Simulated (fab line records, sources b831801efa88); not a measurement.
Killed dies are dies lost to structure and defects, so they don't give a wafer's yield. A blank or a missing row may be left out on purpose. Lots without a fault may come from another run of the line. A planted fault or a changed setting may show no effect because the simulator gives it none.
A struck lot beside a sound one | flow sky130 | 17 steps out of a route of 708
Sound: wafers L993.2, L993.5, L993.6. Struck: wafers L980.1, L980.3, L980.6. The cause comes at the end.
At each step with rows: each side's tool, then ch and its chambers, then its first start. Under that, the readings that differ: sound wafers | struck wafers | difference of the means | sigmas: that difference in standard deviations of wafers without a fault.
alike: readings whose means differ by less than 2 such deviations, and words and numbers that are the same on both sides. not compared: withheld readings, readings that some wafer has no value for, bounds like >300 that may hide the same value, and numbers for which the record gives no deviation and whose values overlap.
The two part at a step that has a row with sigmas, a row that says differs or no value, or rows on one side only. Numbers that don't overlap but have no deviation are shown without sigmas and don't part them. A reading that every wafer of one side lacks parts them only if that side has two wafers or more.

first, 1 step without rows for these wafers: SKY_VT_ADJUST_LVTN_IMPLANT_19.
SKY_VT_ADJUST_LVTN_STRIP_20: strips in O2/N2.
  sound on plasma_asher-02 ch 0,1, day 13 11:12; struck on plasma_asher-03 ch 0,1, day 9 20:45
  alike: drypump_motor_current_A, n2_flow_sccm, oes_product_au, strip_time_to_endpoint_s
  not compared: rf_hours_counter_h
SKY_VT_ADJUST_LVTN_TW_MEAS_21:
  sound on film_metro-01, day 13 11:19; struck on film_metro-04, day 9 20:51
  alike: VT_ADJUST_LVTN_2_TW
then, 7 steps without rows for these wafers: SKY_VT_ADJUST_NCORE_DEHYDRATE_00 (time 60 s); SKY_VT_ADJUST_NCORE_HMDS_01 (prime time 60 s); SKY_VT_ADJUST_NCORE_COAT_02 (resist thk 1140 nm); SKY_VT_ADJUST_NCORE_SOFTBAKE_03 (time 60 s); SKY_VT_ADJUST_NCORE_EXPOSE_04 (exposes mask LVTN COMPLEMENT THIN, target cd 380 nm); SKY_VT_ADJUST_NCORE_PEB_05; SKY_VT_ADJUST_NCORE_DEVELOP_06 (develop time 60 s).
SKY_VT_ADJUST_NCORE_CD_MEAS_07: target cd 380 nm.
  sound on cd_sem-02, day 14 13:34; struck on cd_sem-02, day 10 20:26
  alike: cd_nm
SKY_VT_ADJUST_NCORE_OVL_MEAS_08:
  sound on overlay-01, day 14 13:40; struck on overlay-01, day 10 20:34
  alike: VT_ADJUST_NCORE_OVL
SKY_VT_ADJUST_NCORE_IMPLANT_09:
  sound on implanter-03 ch 0, day 14 13:43; struck on implanter-03 ch 0, day 10 20:55
SKY_VT_ADJUST_NCORE_STRIP_10: strips in O2/N2.
  sound on plasma_asher-01 ch 0,1, day 14 13:51; struck on plasma_asher-04 ch 0,1, day 10 21:04
  alike: drypump_motor_current_A, n2_flow_sccm, oes_product_au, strip_time_to_endpoint_s
  not compared: rf_hours_counter_h
SKY_VT_ADJUST_NCORE_TW_MEAS_11:
  sound on film_metro-04, day 14 13:58; struck on film_metro-02, day 10 21:10
  reading            | sound             | struck            | difference | sigmas
  VT_ADJUST_NCORE_TW | 218.1 219.3 219.5 | 271.2 272.1 272.7 | +53.0      | +20
then, 1 step without rows for these wafers: SKY_VT_ADJUST_HVTR_DEHYDRATE_00 (time 60 s).
SKY_PAD_OPEN_PROBE_99:
  the record has rows for the sound wafers here (prober-02, day 51 10:07) and none for the struck ones

WHERE THEY PART
First at SKY_VT_ADJUST_NCORE_TW_MEAS_11; last, within this record, at SKY_PAD_OPEN_PROBE_99.

WHY: what the simulator had put in
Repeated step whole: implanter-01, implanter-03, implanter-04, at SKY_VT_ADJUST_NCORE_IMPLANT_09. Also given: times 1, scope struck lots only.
